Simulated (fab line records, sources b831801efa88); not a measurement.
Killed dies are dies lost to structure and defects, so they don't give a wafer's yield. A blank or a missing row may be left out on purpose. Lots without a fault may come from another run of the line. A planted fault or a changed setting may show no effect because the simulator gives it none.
A struck lot beside a sound one | flow sky130 | 35 steps out of a route of 708
Sound: wafers L110.2, L110.3, L110.5. Struck: wafers L109.4, L109.5, L109.6. The cause comes at the end.
At each step with rows: each side's tool, then ch and its chambers, then its first start. Under that, the readings that differ: sound wafers | struck wafers | difference of the means | sigmas: that difference in standard deviations of wafers without a fault.
alike: readings whose means differ by less than 2 such deviations, and words and numbers that are the same on both sides. not compared: withheld readings, readings that some wafer has no value for, bounds like >300 that may hide the same value, and numbers for which the record gives no deviation and whose values overlap.
The two part at a step that has a row with sigmas, a row that says differs or no value, or rows on one side only. Numbers that don't overlap but have no deviation are shown without sigmas and don't part them. A reading that every wafer of one side lacks parts them only if that side has two wafers or more.

SKY_SD_P_CD_MEAS_07: target cd 380 nm.
  sound on cd_sem-01, day 29 23:04; struck on cd_sem-02, day 29 14:35
  alike: cd_nm
SKY_SD_P_OVL_MEAS_08:
  sound on overlay-02, day 29 23:10; struck on overlay-02, day 29 14:40
  alike: SD_P_OVL
then, 1 step without rows for these wafers: SKY_SD_P_IMPLANT_09.
SKY_SD_P_STRIP_10: strips in O2/N2.
  sound on plasma_asher-02 ch 0,1, day 29 23:20; struck on plasma_asher-02 ch 0,1, day 29 14:52
  alike: drypump_motor_current_A, oes_product_au, strip_time_to_endpoint_s
  not compared: rf_hours_counter_h
SKY_SD_P_TW_MEAS_11:
  sound on film_metro-01, day 29 23:27; struck on film_metro-01, day 29 14:58
  alike: SD_P_TW
then, 7 steps without rows for these wafers: SKY_RES_XHIGH_DEHYDRATE_00 (time 60 s); SKY_RES_XHIGH_HMDS_01 (prime time 60 s); SKY_RES_XHIGH_COAT_02 (resist thk 1140 nm); SKY_RES_XHIGH_SOFTBAKE_03 (time 60 s); SKY_RES_XHIGH_EXPOSE_04 (exposes mask URPM, target cd 1270 nm); SKY_RES_XHIGH_PEB_05; SKY_RES_XHIGH_DEVELOP_06 (develop time 60 s).
SKY_RES_XHIGH_IMPLANT_07:
  sound on implanter-02 ch 0, day 31 02:37; struck on implanter-03 ch 0, day 30 19:22
  reading            | sound                       | struck                     | difference | sigmas
  beam_on_s (s)      | 41.6 42.3 42.3              | 10.2 10.1 9.8              | -32.0      | -11
  dose_ions_cm2      | 3.603e+14 3.6e+14 3.599e+14 | 3.64e+13 3.59e+13 3.61e+13 | -3.24e+14  | -99 or more
  faraday_current_uA | 487 479 479                 | 199 201 207                | -279       | -7
SKY_RES_XHIGH_STRIP_08: strips in O2/N2.
  sound on plasma_asher-04 ch 0,1, day 31 02:44; struck on plasma_asher-03 ch 0,1, day 30 19:28
  alike: drypump_motor_current_A, oes_product_au, strip_time_to_endpoint_s
  not compared: rf_hours_counter_h
SKY_RES_XHIGH_TW_MEAS_09:
  sound on film_metro-04, day 31 02:51; struck on film_metro-04, day 30 19:34
  reading      | sound          | struck      | difference | sigmas
  RES_XHIGH_TW | 1646 1649 1646 | 801 808 824 | -836       | -76
then, 7 steps without rows for these wafers: SKY_SD_N_DEHYDRATE_00 (time 60 s); SKY_SD_N_HMDS_01 (prime time 60 s); SKY_SD_N_COAT_02 (resist thk 1140 nm); SKY_SD_N_SOFTBAKE_03 (time 60 s); SKY_SD_N_EXPOSE_04 (exposes mask NSDM, target cd 380 nm); SKY_SD_N_PEB_05; SKY_SD_N_DEVELOP_06 (develop time 60 s).
SKY_SD_N_CD_MEAS_07: target cd 380 nm.
  sound on cd_sem-01, day 32 06:08; struck on cd_sem-02, day 31 21:45
  alike: cd_nm
SKY_SD_N_OVL_MEAS_08:
  sound on overlay-02, day 32 06:14; struck on overlay-01, day 31 21:49
  alike: SD_N_OVL
then, 2 steps without rows for these wafers: SKY_SD_N_IMPLANT_09; SKY_SD_N_IMPLANT_10.
SKY_SD_N_STRIP_11: strips in O2/N2.
  sound on plasma_asher-04 ch 0,1, day 32 06:34; struck on plasma_asher-01 ch 0,1, day 31 22:11
  alike: drypump_motor_current_A, oes_product_au, strip_time_to_endpoint_s
  not compared: rf_hours_counter_h
SKY_SD_N_TW_MEAS_12:
  sound on film_metro-04, day 32 06:41; struck on film_metro-04, day 31 22:18
  alike: SD_N_TW
then, 1 step without rows for these wafers: SKY_SD_N_CLEAN_13 (cleans in SC1/SC2, time 150 s).
SKY_SD_N_RTA_14: time 2 s.
  sound on rtp_anneal-02 ch 0, day 32 06:47; struck on rtp_anneal-01 ch 0, day 31 22:26
  alike: lamp_power_pct, ramp_down_c_per_s, wafer_temp_C_max
SKY_SD_N_RS_MEAS_16: measures by four-point-probe.
  sound on film_metro-01, day 32 06:59; struck on film_metro-04, day 31 22:40
  alike: SD_N_RS
SKY_SD_N_RS_MEAS_17: measures by four-point-probe.
  sound on film_metro-01, day 32 07:06; struck on film_metro-04, day 31 22:47
  alike: SD_P_RS
SKY_SD_N_RS_MEAS_18: measures by four-point-probe.
  sound on film_metro-01, day 32 07:13; struck on film_metro-04, day 31 22:55
  reading               | sound             | struck               | difference | sigmas
  RES_XHIGH_RS (ohm/sq) | 332.0 332.9 332.8 | 1981.5 1916.2 1899.9 | +1600.0    | +99 or more
then, 1 step without rows for these wafers: SKY_SALICIDE_CLEAN_00 (cleans in HF-last, time 30 s).
-- the record jumps here: 17 days lie between the struck wafers' starts before and after (it left off in module SALICIDE and takes up again in module PAD_OPEN, whose first step shown is number 708 of the route) --
SKY_PAD_OPEN_PROBE_99:
  sound on prober-02, day 49 03:27; struck on prober-01, day 48 19:37
  reading                       | sound    | struck   | difference | sigmas
  killed_at_contacts            | 20 18 21 | 40 28 27 | +12        | +2
  model.etest.res_xhigh_po.open | 0 0 0    | 1 1 1    | +1         |
  alike: killed_at_M0_to_M3, killed_at_M4_up, killed_at_front_end, killed_at_other, killed_dies, killed_open, killed_short

WHERE THEY PART
First at SKY_RES_XHIGH_IMPLANT_07; last, within this record, at SKY_PAD_OPEN_PROBE_99.

WHY: what the simulator had put in
Process parameter drift: implanter-03, from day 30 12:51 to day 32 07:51, at SKY_RES_XHIGH_IMPLANT_07. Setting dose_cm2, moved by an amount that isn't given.
